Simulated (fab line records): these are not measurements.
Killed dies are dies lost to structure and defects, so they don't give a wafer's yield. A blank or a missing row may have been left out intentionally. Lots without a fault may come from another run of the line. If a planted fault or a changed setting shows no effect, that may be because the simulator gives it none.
Matching of chambers ; flow sky130 ; SKY_VIA4_CMP_21 on cmp-02: 4 sister chambers
The step polishes, stops on SiO2, t overpolish 25 s, target thk 0 nm. 8 wafers are shown with their chamber, then 7 later ones without.

WAFERS WITH THEIR CHAMBER
wafer;chamber;motor-current-A (A);overpolish-run-s (s)
L409.1;1;10.9;24.995
L410.5;2;11.3;24.996
L410.6;1;10.1;25.002
L411.3;0;12.3;25.009
L411.5;3;12.1;24.992
L411.6;2;11.4;25.014
L414.1;3;11.9;25.004
L414.2;0;11.8;25.002

WAFERS WHOSE CHAMBER IS MISSING
wafer;motor-current-A (A);overpolish-run-s (s)
L414.4;10.4;25.014
L417.2;12.6;24.988
L417.3;10.5;24.998
L417.6;10.6;24.996
L421.2;10.5;24.984
L421.4;12.2;25.016
L421.5;11.0;25.009

WHICH CHAMBER EACH ONE RAN IN
wafer;from the rows above;in truth
L414.4;can't be placed: 1 or 2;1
L417.2;can't be placed: 3 or 0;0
L417.3;1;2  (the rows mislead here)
L417.6;1;1
L421.2;can't be placed: 1 or 2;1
L421.4;can't be placed: 0 or 3 or 2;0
L421.5;can't be placed: 2 or 1 or 0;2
1 of 7 placed correctly. Cannot be placed on the basis of these rows: 5; the candidates contain the true chamber in 5. 1 placed wrongly.
How it was worked out, from the rows above alone: a wafer's distance from a chamber is the root of the sum, over the readings, of the square of ((its reading less the chamber's mean) divided by the reading's scatter). The wafer belongs to the nearest chamber; if the next one is less than 2 further off, it can't be placed. The mean given for a chamber averages the wafers shown for that chamber. How the scatter is found: for the shown wafers, subtract from each reading the mean of its chamber, square and add these, divide the total by (wafers less chambers), then take the root.
